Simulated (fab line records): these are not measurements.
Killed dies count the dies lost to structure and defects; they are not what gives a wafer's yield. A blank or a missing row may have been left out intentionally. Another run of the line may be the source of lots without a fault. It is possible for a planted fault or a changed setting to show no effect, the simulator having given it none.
Which of the tools did it? | flow sky130 | 12 lots with 34 wafers sampled at 6 steps, on a route of 708 steps

## WHAT THE GAUGES SHOWED, per wafer
SKY_POLY_CUT_CD_MEAS_08 targets a cd of 270 nm. Usual: 269.9 nm for cd nm, sd 1.6.
lot  | measured     | on        | cd nm (nm)        | flag
L280 | day 25 00:47 | cd sem-01 | 271.7 271.1 271.1 |
L283 | day 26 11:10 | cd sem-01 | 267.6 267.0 267.6 |
L284 | day 26 12:29 | cd sem-01 | 270.0 266.8 270.1 |
L285 | day 26 17:29 | cd sem-02 | 269.9 270.1 270.0 |
L287 | day 27 07:28 | cd sem-01 | 271.0 272.9 272.3 |
L295 | day 30 03:11 | cd sem-01 | 269.0 268.2       |
L296 | day 30 08:50 | cd sem-02 | 272.1 271.4       |
L297 | day 31 01:29 | cd sem-02 | 267.6 266.4 267.5 |
L298 | day 31 04:14 | cd sem-01 | 270.0 270.4 271.4 |
L301 | day 31 22:56 | cd sem-01 | 267.8 268.6 268.3 |
L302 | day 32 06:20 | cd sem-02 | 270.1 270.6 268.8 |
L303 | day 32 07:56 | cd sem-01 | 270.8 270.2 269.9 |

SKY_VIA1_OVL_MEAS_13. Usual: VIA1_OVL -1 nm, standard deviation 5.2.
lot  | measured     | on         | VIA1_OVL (nm) | flag
L280 | day 34 23:18 | overlay-02 | 1 -1 0        |
L283 | day 36 04:36 | overlay-01 | 0 -2 6        |
L284 | day 36 05:16 | overlay-01 | 8 7 0         |
L285 | day 36 11:28 | overlay-01 | -6 -13 -7     |
L287 | day 36 22:25 | overlay-01 | -4 -4 -3      |
L295 | day 39 13:38 | overlay-02 | -4 1          |
L296 | day 39 17:19 | overlay-01 | 0 -6          |
L297 | day 40 06:52 | overlay-02 | -3 -7 -2      |
L298 | day 40 10:50 | overlay-01 | -2 -5 -2      |
L301 | day 41 02:54 | overlay-01 | 0 0 3         |
L302 | day 41 10:00 | overlay-01 | 2 -1 -3       |
L303 | day 41 11:29 | overlay-02 | -6 -5 -6      |

SKY_METAL3_CD_MEAS_13 targets a cd of 300 nm. Usual: 299.8 nm for cd nm, sd 1.5.
lot  | measured     | on        | cd nm (nm)        | flag
L280 | day 39 13:10 | cd sem-02 | 303.8 301.7 302.0 |
L283 | day 40 18:02 | cd sem-02 | 300.3 300.9 301.0 |
L284 | day 40 18:27 | cd sem-01 | 298.5 299.2 298.1 |
L285 | day 40 23:23 | cd sem-01 | 298.4 298.5 298.9 |
L287 | day 41 10:25 | cd sem-01 | 301.0 300.2 300.5 |
L295 | day 43 21:47 | cd sem-01 | 298.3 299.8       |
L296 | day 44 00:38 | cd sem-01 | 299.2 300.2       |
L297 | day 44 12:02 | cd sem-01 | 299.5 301.2 301.1 |
L298 | day 44 16:50 | cd sem-02 | 298.3 298.4 298.6 |
L301 | day 45 06:08 | cd sem-01 | 299.8 300.7 301.2 |
L302 | day 45 13:32 | cd sem-01 | 299.9 300.8 299.5 |
L303 | day 45 14:56 | cd sem-02 | 301.1 299.9 299.8 |

## WHICH TOOL RAN EACH LOT (tool, then ch and the chambers of the sampled wafers, then the start)
lot  | SKY_LOCAL_INTERCONNECT_COAT_05    | SKY_LOCAL_INTERCONNECT_ETCH_13    | SKY_LOCAL_INTERCONNECT_STRIP_15
L280 | litho track-04 ch 0, day 30 17:07 | rie metal-02 ch 0,1, day 31 07:44 | plasma asher-01 ch 0,1, day 31 07:50
L283 | litho track-04 ch 0, day 32 00:11 | rie metal-03 ch 0,1, day 32 13:57 | plasma asher-01 ch 0,1, day 32 14:04
L284 | litho track-04 ch 0, day 32 01:01 | rie metal-04 ch 0, day 32 14:55   | plasma asher-03 ch 0,1, day 32 15:02
L285 | litho track-02 ch 0, day 32 07:01 | rie metal-02 ch 1, day 32 21:36   | plasma asher-01 ch 0,1, day 32 21:43
L287 | litho track-02 ch 0, day 32 18:56 | rie metal-02 ch 0,1, day 33 09:18 | plasma asher-01 ch 0,1, day 33 09:25
L295 | litho track-04 ch 0, day 35 11:02 | rie metal-03 ch 0, day 36 01:13   | plasma asher-03 ch 0, day 36 01:21
L296 | litho track-04 ch 0, day 35 16:17 | rie metal-02 ch 0, day 36 06:07   | plasma asher-01 ch 1, day 36 06:20
L297 | litho track-02 ch 0, day 36 07:34 | rie metal-03 ch 0,1, day 36 21:08 | plasma asher-01 ch 0,1, day 36 21:16
L298 | litho track-01 ch 0, day 36 10:05 | rie metal-02 ch 0,1, day 36 23:51 | plasma asher-01 ch 0,1, day 36 23:59
L301 | litho track-02 ch 0, day 37 03:49 | rie metal-02 ch 0,1, day 37 17:21 | plasma asher-01 ch 0,1, day 37 17:28
L302 | litho track-01 ch 0, day 37 11:32 | rie metal-03 ch 0,1, day 38 01:43 | plasma asher-02 ch 0,1, day 38 01:50
L303 | litho track-01 ch 0, day 37 13:11 | rie metal-04 ch 0,1, day 38 03:02 | plasma asher-01 ch 0,1, day 38 03:10
- SKY_LOCAL_INTERCONNECT_COAT_05: resist thk 60 nm.
- SKY_LOCAL_INTERCONNECT_ETCH_13: etches BARC in N2/H2, stops on SiO2, time 45.9 s, target depth 60 nm.
- SKY_LOCAL_INTERCONNECT_STRIP_15: strips in O2/N2.

## WHAT THE TOOLS THEMSELVES READ (means of the sampled wafers that have a number; where no wafer has one, the mark that the record gives instead)
SKY_LOCAL_INTERCONNECT_ETCH_13. Usual: drypump motor current A 5.9 A, standard deviation 0.41; oes product au 0.854 a.u., standard deviation 0.0048; throttle valve pct 13.225 %, standard deviation 0.01.
lot  | tool         | drypump motor current A (A) | oes product au (a.u.) | throttle valve pct (%) | flag
L280 | rie metal-02 | 6.1                         | 0.854                 | 13.224                 |
L283 | rie metal-03 | 6.0                         | 0.851                 | 13.229                 |
L284 | rie metal-04 | 6.3                         | 0.852                 | 13.230                 |
L285 | rie metal-02 | 5.8                         | 0.858                 | 13.221                 |
L287 | rie metal-02 | 6.0                         | 0.856                 | 13.222                 |
L295 | rie metal-03 | 6.3                         | 0.875                 | 13.239                 | OFF
L296 | rie metal-02 | 6.3                         | 0.878                 | 13.215                 | OFF
L297 | rie metal-03 | 6.0                         | 0.854                 | 13.233                 |
L298 | rie metal-02 | 6.0                         | 0.855                 | 13.224                 |
L301 | rie metal-02 | 6.2                         | 0.850                 | 13.217                 |
L302 | rie metal-03 | 5.7                         | 0.859                 | 13.225                 |
L303 | rie metal-04 | 5.6                         | 0.851                 | 13.233                 |

SKY_LOCAL_INTERCONNECT_STRIP_15. Usual: drypump motor current A 5.4 A, standard deviation 0.4; oes product au 0.428 a.u., standard deviation 0.0048; strip time to endpoint s 4.749 s, standard deviation 0.022.
lot  | tool            | drypump motor current A (A) | oes product au (a.u.) | strip time to endpoint s (s) | flag
L280 | plasma asher-01 | 5.3                         | 0.429                 | 4.759                        |
L283 | plasma asher-01 | 5.6                         | 0.426                 | 4.724                        |
L284 | plasma asher-03 | 5.6                         | 0.425                 | 4.750                        |
L285 | plasma asher-01 | 5.3                         | 0.426                 | 4.712                        |
L287 | plasma asher-01 | 5.3                         | 0.430                 | 4.748                        |
L295 | plasma asher-03 | 5.4                         | 0.435                 | 4.768                        |
L296 | plasma asher-01 | 5.8                         | 0.431                 | 4.786                        |
L297 | plasma asher-01 | 5.2                         | 0.430                 | 4.773                        |
L298 | plasma asher-01 | 5.3                         | 0.428                 | 4.729                        |
L301 | plasma asher-01 | 5.3                         | 0.431                 | 4.768                        |
L302 | plasma asher-02 | 5.4                         | 0.426                 | 4.737                        |
L303 | plasma asher-01 | 5.3                         | 0.428                 | 4.735                        |

## THE ANSWER, worked out from the rows above alone
Rule: take the mean of a lot's wafers that have a number; if it is more than 3 standard deviations from the usual mean, the lot is off. Also off: a lot with no number at a reading for which 4 or more lots have one. Where the step has rows for the other lots, those lots are counted as sound. After the gauges, taken in route order, come the tools' own readings; for these a lot's mean is taken, as printed above. At the first step where some lot is off, the reading lying furthest off is the one used; lots without a number count as furthest.
Off: L295, L296, at SKY_LOCAL_INTERCONNECT_ETCH_13 (oes product au).
A tool fits if, at that step or a process step before it, it ran every lot that is off, and no sound lot after the first of them. One candidate fits, namely litho track-04 at SKY_LOCAL_INTERCONNECT_COAT_05. Its last sound lot is L284 (day 32 01:01), its first lot that is off L295 (day 35 11:02): a fault that began between those two fits.

## WHAT HAD BEEN PUT IN BY THE SIMULATOR
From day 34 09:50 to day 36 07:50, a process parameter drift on litho track-04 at SKY_LOCAL_INTERCONNECT_COAT_05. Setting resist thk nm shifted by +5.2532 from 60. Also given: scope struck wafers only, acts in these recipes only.
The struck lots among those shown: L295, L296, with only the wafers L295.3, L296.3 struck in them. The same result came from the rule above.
